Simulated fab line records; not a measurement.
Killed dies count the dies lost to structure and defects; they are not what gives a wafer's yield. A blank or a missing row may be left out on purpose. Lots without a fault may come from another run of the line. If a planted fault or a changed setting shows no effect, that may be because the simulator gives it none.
Problem report in the 8D (eight disciplines) form, filled by code ; flow sky130 ; the parts of the form that need people (team, actions taken, sign-off) are left out

## 1. THE ISSUE
dose ions cm2 at SKY_VT_ADJUST_NCORE_IMPLANT_09 reads a mean of 2.6260e+12 on 6 wafers of 2 lots; wafers without a fault read 2.3999e+12 with a standard deviation of 2.8e+09. Measured from the usual mean, that is +81 standard deviations.
First seen on wafer L650.1, day 14 02:07, on implanter-04. The record has a number at this step for 18 wafers belonging to 6 lots. Rule for "out", or "out of limits": more than 4 standard deviations from the usual mean. The rest of the wafers with a number are treated as sound.

## 2. WHAT IT IS, AND WHAT IT ISN'T
question;is;is not
which readings at this step;dose ions cm2;-
which lots;L650, L651;L632, L633, L639, L654
which wafers of those lots;all that have a number;-
read on which tools;implanter-04;implanter-01, implanter-02
when;from day 14 02:07;"up to then (9 sound wafers); but 3 sound wafers of L654 came after"

## 3. SUSPECTS, AND WHAT RULES EACH OUT
Counting: a tool stays on the suspect list if, at a process step up to the reading, it processed all lots that are out and no sound lot following the first of them.
- plasma asher-04 at SKY_VT_ADJUST_LVTN_STRIP_20 (strips in O2/N2): kept. It processed each lot that is out, first L650 at day 13 00:26, and no sound lot thereafter; up to then, the last sound lot it processed was L639 at day 10 00:59.
- implanter-04 at SKY_VT_ADJUST_NCORE_IMPLANT_09: kept. It processed each lot that is out, first L650 at day 14 02:07, and no sound lot thereafter; up to then, the last sound lot it processed was L633 at day 9 06:04. Its own dose ions cm2 readings are out on those wafers.
Left after counting: plasma asher-04 at SKY_VT_ADJUST_LVTN_STRIP_20, implanter-04 at SKY_VT_ADJUST_NCORE_IMPLANT_09.

## 4. THE CAUSE (what the simulator had put in)
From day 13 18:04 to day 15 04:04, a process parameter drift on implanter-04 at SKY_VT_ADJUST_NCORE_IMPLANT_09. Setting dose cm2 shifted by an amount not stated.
Counting left 2 suspects, and this tool is among them.

## 5. THE CHAIN OF EFFECTS, in route order
One row per reading whose mean, taken over the struck wafers that have a number, lies over 3 standard deviations from the usual. Only readings whose record carries a usual standard deviation are examined. hours: median over the lots of the time between each lot's start at the first step of this table that gives one and its start at this step. sigmas: the change, counted in usual standard deviations.
hours;step;reading;usual;on struck wafers;change;sigmas
0;SKY_VT_ADJUST_NCORE_IMPLANT_09;dose ions cm2;2.3999e+12;2.6260e+12;+2.2612e+11;+81
0;SKY_VT_ADJUST_NCORE_IMPLANT_09;faraday current uA;13.53;14.85;+1.32;+4.7
Here are the process steps it includes:
- SKY_VT_ADJUST_NCORE_IMPLANT_09

## 6. HOW IT WOULD HAVE BEEN CAUGHT EARLIER
First out-of-limits reading in this record: day 14 02:07, which is 8 hours after fault onset at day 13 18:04.
